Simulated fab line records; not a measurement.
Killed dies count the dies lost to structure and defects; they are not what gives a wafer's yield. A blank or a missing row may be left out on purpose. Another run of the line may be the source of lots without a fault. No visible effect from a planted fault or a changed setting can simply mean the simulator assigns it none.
The tool behind it: which one?	flow sky130	33 wafers from 11 lots sampled at 4 of the route's 708 steps

WHAT EACH GAUGE READ, for each wafer
SKY_VIA3_THK_MEAS_23: measures by xrf. Usual: VIA3_W_THK gives 385 nm (standard deviation 8.5).
lot	measured	on	VIA3_W_THK (nm)	flag
L888	day 39 15:58	film metro-03	373 372 375	
L889	day 39 20:39	film metro-01	396 387 397	
L890	day 40 02:20	film metro-01	387 380 389	
L893	day 41 15:43	film metro-01	389 386 383	
L892	day 41 21:34	film metro-03	380 383 381	
L891	day 41 22:05	film metro-04	388 391 405	
L894	day 42 03:32	film metro-03	387 379 385	
L896	day 42 03:47	film metro-01	377 388 380	
L903	day 43 16:40	film metro-03	401 400 396	
L909	day 45 07:08	film metro-01	382 381 378	
L910	day 45 17:47	film metro-04	384 387 379	

SKY_VIA4_THK_MEAS_01. Usual: VIA4_HDPCVD_THK gives 1736 nm (standard deviation 21).
lot	measured	on	VIA4_HDPCVD_THK (nm)	flag
L888	day 41 17:31	film metro-02	1731 1723 1726	
L889	day 41 23:44	film metro-02	1728 1705 1729	
L890	day 42 03:59	film metro-03	1709 1734 1744	
L893	day 43 17:49	film metro-04	1715 1699 1737	
L892	day 43 22:35	film metro-04	1751 1747 1725	
L891	day 43 23:17	film metro-02	1770 1737 1742	
L894	day 44 04:14	film metro-04	1493 1488 1472	OFF
L896	day 44 05:13	film metro-03	1458 1440 1469	OFF
L903	day 45 14:58	film metro-02	1736 1774 1731	
L909	day 47 03:00	film metro-02	1723 1769 1744	
L910	day 47 12:53	film metro-02	1774 1733 1780	

EACH LOT AND THE TOOL THAT RAN IT (in order: tool; ch and the chambers of the sampled wafers; start)
lot	SKY_METAL4_ETCH_17	SKY_VIA4_HDPCVD_00
L888	rie diel-01 ch 0,1,2, day 41 16:32	hdpcvd-01 ch 0,1, day 41 17:20
L889	rie diel-02 ch 1,2,3, day 41 22:44	hdpcvd-02 ch 0,1, day 41 23:32
L890	rie diel-01 ch 0,1, day 42 02:59	hdpcvd-01 ch 1,2, day 42 03:47
L893	rie diel-04 ch 0,2,3, day 43 16:50	hdpcvd-01 ch 0,1,2, day 43 17:38
L892	rie diel-04 ch 1,2,3, day 43 21:36	hdpcvd-02 ch 0,1, day 43 22:24
L891	rie diel-02 ch 1,3, day 43 22:18	hdpcvd-02 ch 0,1, day 43 23:06
L894	rie diel-02 ch 0,2,3, day 44 03:14	hdpcvd-02 ch 1,2, day 44 04:02
L896	rie diel-04 ch 1,2, day 44 04:11	hdpcvd-02 ch 1,2, day 44 05:01
L903	rie diel-04 ch 0,1, day 45 13:59	hdpcvd-01 ch 0,1,2, day 45 14:47
L909	rie diel-01 ch 0,1,2, day 47 01:50	hdpcvd-01 ch 0,1,2, day 47 02:49
L910	rie diel-01 ch 0,3, day 47 11:53	hdpcvd-01 ch 0,2, day 47 12:43
- SKY_METAL4_ETCH_17: etches SiO2 in C4F8/O2/Ar, stops on TiN, time 3.9 s, target depth 15 nm.
- SKY_VIA4_HDPCVD_00: deposits SiO2, target thk 1750 nm, time 291.7 s.

WHAT THE TOOLS THEMSELVES READ (means of the sampled wafers that have a number; where no wafer has one, the mark that the record gives instead)
SKY_METAL4_ETCH_17. Usual: oes product au 0.753 a.u., standard deviation 0.0082; rf fwd power W 1468 W, standard deviation 7.4.
lot	tool	oes product au (a.u.)	rf fwd power W (W)	flag
L888	rie diel-01	0.753	1470	
L889	rie diel-02	0.756	1469	
L890	rie diel-01	0.758	1459	
L893	rie diel-04	0.755	1466	
L892	rie diel-04	0.753	1460	
L891	rie diel-02	0.752	1472	
L894	rie diel-02	0.747	1471	
L896	rie diel-04	0.753	1462	
L903	rie diel-04	0.753	1466	
L909	rie diel-01	0.750	1473	
L910	rie diel-01	0.756	1463	

SKY_VIA4_HDPCVD_00. Usual: run length s at 319.2 s, with a standard deviation of 0.58.
lot	tool	run length s (s)	flag
L888	hdpcvd-01	319.9	
L889	hdpcvd-02	318.8	
L890	hdpcvd-01	319.1	
L893	hdpcvd-01	319.4	
L892	hdpcvd-02	319.2	
L891	hdpcvd-02	319.0	
L894	hdpcvd-02	273.8	OFF
L896	hdpcvd-02	273.7	OFF
L903	hdpcvd-01	319.3	
L909	hdpcvd-01	319.3	
L910	hdpcvd-01	319.2	

THE ANSWER, worked out from the rows above alone
Rule: a lot counts as off when the mean over its wafers that have a number is more than 3 standard deviations away from the usual mean. Also off: a lot with no number at a reading for which 4 or more lots have one. All remaining lots with rows at the step are treated as sound. The gauges are gone through in route order, then the tools' own readings, and for those a lot's mean is taken as printed above. At the first step where some lot is off, the reading lying furthest off is the one used; lots without a number count as furthest.
Off: L894, L896, seen at SKY_VIA4_THK_MEAS_01 (VIA4_HDPCVD_THK).
If a tool, at a process step before that reading, ran all the lots that are off and no sound lot after the first of them, it fits. Not tried: the gauges at SKY_VIA4_THK_MEAS_01; whatever is off there is also off at SKY_VIA4_HDPCVD_00, on other tools, and gauge error can't account for it. One candidate fits, namely hdpcvd-02 at SKY_VIA4_HDPCVD_00. Its last sound lot is L891 (day 43 23:06), its first lot that is off L894 (day 44 04:02): a fault that began between those two fits.
On the lots that are off, the tool's own readings at SKY_VIA4_HDPCVD_00 differ by more than 5 times the standard deviation of the sound lots' means, which bears it out; run length s reads 273.8 s there versus 319.2 s on the sound lots.

WHAT THE SIMULATOR HAD INSERTED
Drift in process parameters on hdpcvd-02 at SKY_VIA4_HDPCVD_00, starting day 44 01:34. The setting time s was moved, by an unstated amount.
Struck lots among those shown: L894, L896. The rule given above showed the same thing.
